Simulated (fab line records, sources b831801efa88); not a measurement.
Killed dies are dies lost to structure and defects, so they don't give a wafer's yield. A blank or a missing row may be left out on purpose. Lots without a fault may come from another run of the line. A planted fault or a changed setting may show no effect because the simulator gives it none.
Which tool did it? | flow sky130 | 13 lots, 39 wafers sampled, at 5 steps of a route of 708

WHAT THE GAUGES READ, wafer by wafer
SKY_NWELL_OVL_MEAS_10. Usual: NWELL_00_OVL -0.6 nm, standard deviation 1.5.
lot  | measured     | on         | NWELL_00_OVL (nm) | flag
L108 | day 5 06:34  | overlay-02 | -4.2 -2.0 -3.4    |
L110 | day 5 07:33  | overlay-01 | 1.7 -0.4 0.8      |
L111 | day 5 07:53  | overlay-01 | 0.4 1.8 2.9       |
L112 | day 5 17:37  | overlay-02 | 0.1 -2.4 -3.0     |
L113 | day 5 20:49  | overlay-02 | -1.3 0.6 -1.1     |
L114 | day 6 02:47  | overlay-02 | 0.8 -1.6 -1.8     |
L115 | day 6 07:16  | overlay-01 | -2.6 -1.4 -2.6    |
L116 | day 6 13:49  | overlay-02 | -0.7 0.7 -1.1     |
L117 | day 6 16:35  | overlay-02 | -2.2 1.6 0.3      |
L118 | day 7 01:08  | overlay-01 | -2.1 -1.3 -3.3    |
L121 | day 7 20:50  | overlay-01 | 1.1 0.1 0.0       |
L130 | day 9 19:46  | overlay-01 | 0.0 0.5 3.5       |
L131 | day 10 10:34 | overlay-02 | -0.3 -0.1 -1.2    |

SKY_SONOS_ONO_THK_MEAS_03. Usual: SONOS_ONO_CVD_02_THK 10.97 nm, standard deviation 0.17.
lot  | measured     | on            | SONOS_ONO_CVD_02_THK (nm)           | flag
L108 | day 12 10:42 | film_metro-02 | 11.08 11.05 11.08                   |
L110 | day 12 10:42 | film_metro-03 | 10.94 10.95 10.93                   |
L111 | day 12 14:56 | film_metro-03 | 10.96 10.89 10.92                   |
L112 | day 12 23:10 | film_metro-01 | 11.29 11.12 11.25                   |
L113 | day 13 07:44 | film_metro-01 | 11.13 11.10 11.09                   |
L114 | day 13 13:41 | film_metro-01 | 10.96 10.82 10.96                   |
L115 | day 13 23:07 | film_metro-01 | 11.24 11.28 11.13                   |
L116 | day 14 10:16 | film_metro-02 | 10.89 10.78 10.68                   |
L117 | day 14 11:52 | film_metro-01 | 10.81 10.81 10.71                   |
L118 | day 15 00:07 | film_metro-02 | 11.24 11.29 11.27                   |
L121 | day 16 01:26 | film_metro-02 | 15.42 15.24 15.43 15.43 15.29 15.36 | OFF
L130 | day 18 14:26 | film_metro-03 | 10.92 10.72 10.65                   |
L131 | day 19 11:42 | film_metro-02 | 10.91 10.81 10.77                   |

SKY_SONOS_ONO_THK_MEAS_05. Usual: SONOS_ONO_CVD_04_THK 5.79 nm, standard deviation 0.11.
lot  | measured     | on            | SONOS_ONO_CVD_04_THK (nm) | flag
L108 | day 12 13:14 | film_metro-03 | 5.71 5.70 5.66            |
L110 | day 12 12:01 | film_metro-03 | 5.81 5.68 5.63            |
L111 | day 12 16:15 | film_metro-01 | 5.80 5.72 5.96            |
L112 | day 13 00:28 | film_metro-01 | 5.58 5.61 5.58            |
L113 | day 13 09:02 | film_metro-01 | 5.84 5.76 5.76            |
L114 | day 13 15:00 | film_metro-03 | 5.76 5.76 5.73            |
L115 | day 14 00:25 | film_metro-02 | 5.67 5.72 5.71            |
L116 | day 14 11:35 | film_metro-03 | 5.67 5.83 5.68            |
L117 | day 14 13:11 | film_metro-01 | 5.88 5.79 5.94            |
L118 | day 15 01:26 | film_metro-01 | 5.80 5.81 5.82            |
L121 | day 16 06:39 | film_metro-03 | 5.66 5.76 5.69            |
L130 | day 18 15:44 | film_metro-02 | 5.76 5.76 5.88            |
L131 | day 19 13:01 | film_metro-02 | 5.89 5.90 5.93            |

SKY_GATE_OXIDE_OVL_MEAS_10. Usual: GATE_OXIDE_OVL -0.5 nm, standard deviation 1.5.
lot  | measured     | on         | GATE_OXIDE_OVL (nm) | flag
L108 | day 14 19:50 | overlay-02 | -0.3 0.9 0.2        |
L110 | day 14 16:36 | overlay-02 | -0.9 0.2 -1.1       |
L111 | day 14 20:38 | overlay-02 | -0.3 0.8 -2.3       |
L112 | day 15 05:23 | overlay-02 | -1.8 -0.5 -0.6      |
L113 | day 15 14:47 | overlay-01 | 2.0 3.5 1.6         |
L114 | day 15 21:59 | overlay-02 | -0.1 0.6 1.0        |
L115 | day 16 08:13 | overlay-01 | 0.9 -1.1 -2.6       |
L116 | day 16 19:37 | overlay-02 | -1.0 1.5 0.7        |
L117 | day 16 23:23 | overlay-01 | 1.1 -0.1 -0.6       |
L118 | day 17 12:56 | overlay-02 | -0.6 -2.5 0.7       |
L121 | day 18 15:31 | overlay-01 | -0.5 -1.1 -0.4      |
L130 | day 21 06:43 | overlay-01 | 2.5 1.4 1.3         |
L131 | day 22 03:56 | overlay-01 | 1.0 1.4 -0.5        |

WHICH TOOL RAN EACH LOT (tool, then ch and the chambers of the sampled wafers, then the start)
lot  | SKY_SONOS_ONO_CVD_02
L108 | lpcvd-02 ch 1, day 12 09:05
L110 | lpcvd-02 ch 0, day 12 09:05
L111 | lpcvd-02 ch 0, day 12 13:21
L112 | lpcvd-02 ch 1, day 12 22:07
L113 | lpcvd-02 ch 1, day 13 06:41
L114 | lpcvd-02 ch 0, day 13 12:37
L115 | lpcvd-02 ch 1, day 13 21:32
L116 | lpcvd-02 ch 1, day 14 08:41
L117 | lpcvd-02 ch 0, day 14 10:16
L118 | lpcvd-02 ch 1, day 14 23:03
L121 | lpcvd-02 ch 1, day 16 00:22
L130 | lpcvd-02 ch 0, day 18 13:23
L131 | lpcvd-02 ch 1, day 19 10:39
- SKY_SONOS_ONO_CVD_02: deposits Si3N4 from DCS/NH3, target thk 10.5 nm, time 188 s.

WHAT THE TOOLS THEMSELVES READ (means of the sampled wafers that have a number; where no wafer has one, the mark that the record gives instead)
SKY_SONOS_ONO_CVD_02. Usual: zone_power_centre_pct 13.4 %, standard deviation 1.8.
lot  | tool     | zone_power_centre_pct (%) | flag
L108 | lpcvd-02 | 15.0                      |
L110 | lpcvd-02 | 11.3                      |
L111 | lpcvd-02 | 11.4                      |
L112 | lpcvd-02 | 15.0                      |
L113 | lpcvd-02 | 14.9                      |
L114 | lpcvd-02 | 11.2                      |
L115 | lpcvd-02 | 14.9                      |
L116 | lpcvd-02 | 14.9                      |
L117 | lpcvd-02 | 11.3                      |
L118 | lpcvd-02 | 14.9                      |
L121 | lpcvd-02 | 15.1                      |
L130 | lpcvd-02 | 11.3                      |
L131 | lpcvd-02 | 15.1                      |

THE ANSWER, worked out from the rows above alone
Rule: a lot is off if the mean of its wafers that have a number lies more than 3 standard deviations from the usual mean. A lot without any number at a reading at which 4 lots or more have one is off too. The other lots that the step has rows for count as sound. The gauges are gone through in route order, then the tools' own readings, and for those a lot's mean is taken as printed above. The first step at which some lot is off is used, and at that step the reading that is off furthest; a lot without a number counts as furthest.
Off: L121, at SKY_SONOS_ONO_THK_MEAS_03 (SONOS_ONO_CVD_02_THK).
A tool fits if, at a process step before that reading, it ran every lot that is off, and no sound lot after the first of them. The gauges at SKY_SONOS_ONO_THK_MEAS_03 are tried like those tools. None of those tried fits.

WHAT THE SIMULATOR HAD PUT IN
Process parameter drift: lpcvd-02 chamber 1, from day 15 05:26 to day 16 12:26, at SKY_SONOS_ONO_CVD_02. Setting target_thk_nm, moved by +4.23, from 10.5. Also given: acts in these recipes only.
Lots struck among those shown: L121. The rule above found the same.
